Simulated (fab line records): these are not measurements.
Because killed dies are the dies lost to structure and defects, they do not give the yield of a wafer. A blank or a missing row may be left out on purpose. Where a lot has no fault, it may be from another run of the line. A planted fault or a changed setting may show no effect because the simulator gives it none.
A single fault, viewed from 2 desks	flow sky130	every desk sees just its own numbers, and what lay behind them comes last

== FOR THE TOOL OWNER'S DESK: pvd_sputter-01 ==
The tool's own readings at SKY_METAL1_SPUTTER_03 (material Ti, target thk 5 nm, time 3.3 s): means of the sampled wafers that have a number, for each lot that ran on this tool. Marked OUT: a lot whose mean sits more than 4 standard deviations from the usual mean, which makes it out of limits; the brackets give that distance.
Columns: A = cathode_dc_power_W at SKY_METAL1_SPUTTER_03, usual 3000.1 W; B = throttle_valve_pct at SKY_METAL1_SPUTTER_03, usual 30.1 %
lot	first seen here	A	B
L297	day 34 20:05	3000.2	30.2
L299	day 35 05:26	3000.3	29.5
L302	day 36 12:07	2999.8	29.8
Finding of this desk: none of the 3 lots has anything out of limits.

== AT THE METROLOGY DESK ==
What the gauges read, lot by lot, whatever tool the lot ran on: means of the sampled wafers that have a number. Marked OUT: a lot whose mean sits more than 4 standard deviations from the usual mean, which makes it out of limits; the brackets give that distance.
Columns: A = CONTACT_W_RS at SKY_CONTACT_RS_MEAS_25, usual 0.339 ohm/sq; B = CONTACT_W_THK at SKY_CONTACT_THK_MEAS_26, usual 329 nm
lot	first seen here	A	B
L296	day 34 05:38	0.334	331
L297	day 34 19:34	0.341	323
L299	day 35 04:54	0.335	333
L302	day 36 11:34	0.342	332
L307	day 37 16:08	0.337	326
L308	day 37 23:23	0.341	323
Finding of this desk: none of the 6 lots has anything out of limits.

== BROUGHT TOGETHER ==
The desk of the tool owner found nothing out of limits.
From the metrology desk's view, nothing was out of limits.

== WHAT HAD BEEN PUT IN BY THE SIMULATOR ==
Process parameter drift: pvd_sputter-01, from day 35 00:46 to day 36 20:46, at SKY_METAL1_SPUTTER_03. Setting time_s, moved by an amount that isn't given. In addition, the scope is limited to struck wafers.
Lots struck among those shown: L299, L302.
